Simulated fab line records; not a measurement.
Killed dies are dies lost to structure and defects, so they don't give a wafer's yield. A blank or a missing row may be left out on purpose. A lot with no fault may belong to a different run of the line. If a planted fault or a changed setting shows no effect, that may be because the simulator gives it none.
Code-filled problem report in 8D (eight disciplines) form -- flow sfq_line -- the parts of the form that need people (team, actions taken, sign-off) are left out

== 1. PROBLEM STATEMENT ==
Wafers free of any fault read -1 nm (standard deviation 4.2) for J5_OVL at SFQ_JJ_OVL_MEAS_931, against a mean of 122 nm on 6 wafers of 2 lots. That is +29 standard deviations from the usual mean.
First observed at day 53 18:33: wafer L703.1, on overlay-01. At this step, 42 wafers from 14 lots have a number in the record. Rule for "out" (also "out of limits"): further than 4 standard deviations from the usual mean. The other wafers with a number count as sound.

== 2. WHAT THIS IS AND IS NOT ==
question,is,is not
which readings at this step,J5_OVL,-
which lots,"L703, L704","L693, L694, L695, L696, L697, L698, L699, L700, L701, L702, L713, L714"
which wafers of those lots,all that have a number,-
read on which gauges,"overlay-01, overlay-02",-
when,from day 53 18:33,"up to then (30 sound wafers); but 6 sound wafers of L713, L714 came after"

== 3. SUSPECTS, AND WHAT RULES EACH OUT ==
Counting: a tool at a process step up to the reading stays a suspect if it ran every lot that is out and no sound lot after the first of them.
- the gauge at SFQ_JJ_OVL_MEAS_931: ruled out. 2 gauges (overlay-01, overlay-02) read the wafers that are out.
- krf_scanner-02 at SFQ_TRILAYER_JJ_CE_LITHO_EXPOSE_115 (exposes mask J5, target cd 700 nm): kept. All lots that are out passed through it, beginning with L703 at day 53 17:03, and no sound lot followed; its final sound lot before that point was L702 at day 53 07:31.
After counting, what remains is krf_scanner-02 at SFQ_TRILAYER_JJ_CE_LITHO_EXPOSE_115.

== 4. THE CAUSE (what the simulator had put in) ==
Scanner matching overlay: krf_scanner-02, from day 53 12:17 on, at SFQ_TRILAYER_JJ_CE_LITHO_EXPOSE_115. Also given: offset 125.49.
After counting, this tool was the only one left.

== 5. THE CHAIN OF EFFECTS, in route order ==
Rows list readings where the struck wafers' mean (over those with a number) sits beyond 3 standard deviations from the usual. Only readings whose record carries a usual standard deviation are examined. hours: median over the lots of the time between each lot's start at the first step of this table that gives one and its start at this step. sigmas: the change, counted in usual standard deviations.
hours,step,reading,usual,on struck wafers,change,sigmas
0,SFQ_JJ_OVL_MEAS_931,J5_OVL,-1 nm,122,+123,+29

== 6. HOW IT WOULD HAVE BEEN CAUGHT EARLIER ==
In this record the first reading out of limits at a measuring or inspecting step was taken at day 53 18:33, 6 hours after the fault began at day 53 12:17.
Lots out: 2; of these, L704 started SFQ_TRILAYER_JJ_CE_LITHO_EXPOSE_115 on krf_scanner-02 after day 53 18:33. A tool hold placed at that time would have kept it from harm.
